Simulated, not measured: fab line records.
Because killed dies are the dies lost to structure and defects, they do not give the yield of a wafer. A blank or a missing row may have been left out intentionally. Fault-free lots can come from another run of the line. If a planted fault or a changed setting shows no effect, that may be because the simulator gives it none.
Split-lot experiment    flow sfq_line    on a route of 325 steps: 5 lots, 23 wafers read

THE SPLIT ITSELF
At SFQ_TRILAYER_I7_VIA_LITHO_COAT_187 (resist thk 650 nm), the setting spin_rpm was moved away from the recipe's 3000 rpm on 10 of the 23 wafers read, by -5.3% to +5.0%. For the rest of the wafers, this setting stayed at what the recipe calls for.

There is no step in the file separating the split from the reading.

THE READING
KrF_of_TRILAYER_I7_VIA_LITHO_COAT_187.thk_nm (the simulator's own value, which no gauge read), in nm, at SFQ_TRILAYER_I7_VIA_BARC_OPEN_VIA_ETCH_260 (etches BARC in O2, target depth 125 nm, time 41.7 s). There is no usual value for it anywhere in the file. Average 572.9 nm, standard deviation 5.8 nm, over the 13 wafers here run with the recipe.

wafer   tool, chamber at the split  spin_rpm as run, rpm  against the recipe  KrF_of_TRILAYER_I7_VIA_LITHO_COAT_187.thk_nm, nm  against lot-mates on the recipe
L077.1  litho_track-01, 0           2943                  -1.9%               582.2                                             +6.0
L077.2  litho_track-01, 0           3000                  recipe              572.7                                             -
L077.3  litho_track-01, 0           2943                  -1.9%               586.1                                             +9.9
L077.4  litho_track-01, 0           2943                  -1.9%               586.1                                             +9.9
L077.5  litho_track-01, 0           3000                  recipe              579.7                                             -
L079.1  litho_track-03, 0           3000                  recipe              562.3                                             -
L079.2  litho_track-03, 0           3150                  +5.0%               555.5                                             -7.9
L079.3  litho_track-03, 0           3150                  +5.0%               556.2                                             -7.2
L079.5  litho_track-03, 0           3150                  +5.0%               547.5                                             -15.9
L079.6  litho_track-03, 0           3000                  recipe              564.5                                             -
L080.1  litho_track-03, 0           3000                  recipe              580.4                                             -
L080.2  litho_track-03, 0           3000                  recipe              583.3                                             -
L080.3  litho_track-03, 0           3080                  +2.7%               572.6                                             -7.5
L080.4  litho_track-03, 0           3000                  recipe              576.5                                             -
L080.6  litho_track-03, 0           3080                  +2.7%               566.8                                             -13.3
L081.2  litho_track-04, 0           3000                  recipe              575.1                                             -
L081.3  litho_track-04, 0           2842                  -5.3%               587                                               +14.9
L081.4  litho_track-04, 0           3000                  recipe              569                                               -
L081.5  litho_track-04, 0           2842                  -5.3%               586.1                                             +14.0
L081.6  litho_track-04, 0           3000                  recipe              572.3                                             -
L083.2  litho_track-03, 0           3000                  recipe              569.8                                             -
L083.4  litho_track-03, 0           3000                  recipe              570.7                                             -
L083.5  litho_track-03, 0           3000                  recipe              571.5                                             -

THE FIT
A straight line over all 23 wafers: KrF_of_TRILAYER_I7_VIA_LITHO_COAT_187.thk_nm changes by -3.4 nm for each +1% of spin_rpm; r = -0.84; the points scatter about the line by 5.9 nm.
The same after taking each lot's own level away (the mean of its wafers on the recipe; 23 wafers): -2.66 nm for each +1%; r = -0.91; scatter 3.3 nm.
On that fit, the largest move of spin_rpm shifts the reading by 14 nm.
The span of the lots' own levels, 563.40 to 580.07 nm, comes to 2.9 times the standard deviation stated above.
So the slope is not independent of the lot-to-lot level: the two fits are not the same.
Check: with one of the wafers moved furthest among these (-5.3%) left out of the fit, the line predicts +14.5 nm for it against its lot-mates. It came out at +14.9 nm against them.

FURTHER SPLITS ON THESE WAFERS
Other splits were also applied to these wafers ahead of the reading. Each is held against what the fit with the lots' levels taken away leaves over:
other split on the same wafers                    wafers away from the commonest value  r with KrF_of_TRILAYER_I7_VIA_LITHO_COAT_187.thk_nm (lot level and that fit taken away)
SFQ_TRILAYER_M6_LITHO_COAT_164 spin_rpm           7                                     -0.31
SFQ_TRILAYER_M6_ETCH_METAL_ETCH_162 icp_w         7                                     +0.06
SFQ_TRILAYER_I6_CMP_CMP_166 leave_above_ref_nm    7                                     +0.25
SFQ_TRILAYER_I6_VIA_LITHO_COAT_169 resist_thk_nm  5                                     +0.14
SFQ_TRILAYER_M7_LITHO_COAT_182 resist_thk_nm      8                                     +0.07
SFQ_TRILAYER_M7_LITHO_PEB_180 peb_time_s          5                                     -0.21

THE WHOLE CHAIN: every reading that the file lists as answering this split, in the file's order
step                                        what it does                                         reading                                                                                        change (the file's fit)               r (the file's)
SFQ_TRILAYER_I7_VIA_LITHO_COAT_187          resist thk 650 nm                                    KrF_of_TRILAYER_I7_VIA_LITHO_COAT_187.thk_nm (the simulator's own value, which no gauge read)  -3.24 nm for each +1% of the setting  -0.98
SFQ_TRILAYER_I7_VIA_BARC_OPEN_VIA_ETCH_260  etches BARC in O2, target depth 125 nm, time 41.7 s  KrF_of_TRILAYER_I7_VIA_LITHO_COAT_187.thk_nm (the simulator's own value, which no gauge read)  -2.7 nm for each +1% of the setting   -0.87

FILE'S OWN FIT
KrF_of_TRILAYER_I7_VIA_LITHO_COAT_187.thk_nm changes by -2.7 nm for each +1% of spin_rpm, r = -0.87.
